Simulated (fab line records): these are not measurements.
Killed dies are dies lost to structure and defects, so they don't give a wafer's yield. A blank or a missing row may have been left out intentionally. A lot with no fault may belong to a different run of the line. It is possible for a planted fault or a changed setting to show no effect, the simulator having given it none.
Lot-split experiment -- flow gf180mcu -- 23 wafers read from 5 lots, route of 602 steps

THE SPLIT
At GF_PASSIVATION_STRIP_12 (strips in O2/N2), the setting pressureMtorr was moved away from the recipe's 1500 mTorr on 15 of the 23 wafers read, by -6.5% to +12.5%. All remaining wafers had this setting at the recipe value.

The reading comes from the split's own step.

THE READING
oesProductAu, in a.u., at GF_PASSIVATION_STRIP_12 (strips in O2/N2). On this fab line, fault-free wafers typically give 0.718 a.u. with a standard deviation of 0.0041 a.u.

wafer,"tool, chamber at the split","pressureMtorr as run, mTorr",against the recipe,"oesProductAu, a.u.",against lot-mates on the recipe
L076.2,"plasmaAsher-02, 1",1500,recipe,0.721,-
L076.3,"plasmaAsher-02, 0",1500,recipe,0.722,-
L076.4,"plasmaAsher-02, 1",1500,recipe,0.716,-
L077.1,"plasmaAsher-04, 1",1403,-6.5%,0.710,no lot-mate on the recipe
L077.2,"plasmaAsher-04, 0",1403,-6.5%,0.705,no lot-mate on the recipe
L077.3,"plasmaAsher-04, 1",1403,-6.5%,0.705,no lot-mate on the recipe
L077.4,"plasmaAsher-04, 0",1403,-6.5%,0.714,no lot-mate on the recipe
L077.5,"plasmaAsher-04, 0",1403,-6.5%,0.712,no lot-mate on the recipe
L080.1,"plasmaAsher-04, 0",1688,+12.5%,0.734,no lot-mate on the recipe
L080.2,"plasmaAsher-04, 1",1688,+12.5%,0.734,no lot-mate on the recipe
L080.3,"plasmaAsher-04, 0",1688,+12.5%,0.733,no lot-mate on the recipe
L080.4,"plasmaAsher-04, 1",1688,+12.5%,0.738,no lot-mate on the recipe
L080.6,"plasmaAsher-04, 1",1688,+12.5%,0.729,no lot-mate on the recipe
L082.1,"plasmaAsher-01, 1",1500,recipe,0.720,-
L082.2,"plasmaAsher-01, 0",1500,recipe,0.719,-
L082.3,"plasmaAsher-01, 0",1500,recipe,0.721,-
L082.4,"plasmaAsher-01, 1",1500,recipe,0.721,-
L082.6,"plasmaAsher-01, 1",1500,recipe,0.717,-
L083.2,"plasmaAsher-01, 1",1684,+12.3%,0.724,no lot-mate on the recipe
L083.3,"plasmaAsher-01, 1",1684,+12.3%,0.735,no lot-mate on the recipe
L083.4,"plasmaAsher-01, 0",1684,+12.3%,0.738,no lot-mate on the recipe
L083.5,"plasmaAsher-01, 1",1684,+12.3%,0.730,no lot-mate on the recipe
L083.6,"plasmaAsher-01, 0",1684,+12.3%,0.733,no lot-mate on the recipe

FIT RESULTS
A straight line over all 23 wafers: oesProductAu changes by +0.0012 a.u. for each +1% of pressureMtorr; r = +0.94; the points scatter about the line by 0.0037 a.u.
Too few moved wafers have a lot-mate on the recipe to fit a line with each lot's own level taken away.
Tool readings at the split's step, against how far the setting was moved: oesProductAu r = +0.94; stripTimeToEndpointS r = -0.94.

THE WHOLE CHAIN: every reading that the file lists as answering this split, in the file's order
step,what it does,reading,change (the file's fit),r (the file's)
GF_PASSIVATION_STRIP_12,strips in O2/N2,oesProductAu,+0.00119 a.u. for each +1% of the setting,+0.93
GF_PASSIVATION_STRIP_12,strips in O2/N2,stripTimeToEndpointS,withheld for each +1% of the setting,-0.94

FILE'S OWN FIT
oesProductAu changes by +0.00119 a.u. for each +1% of pressureMtorr, r = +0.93.
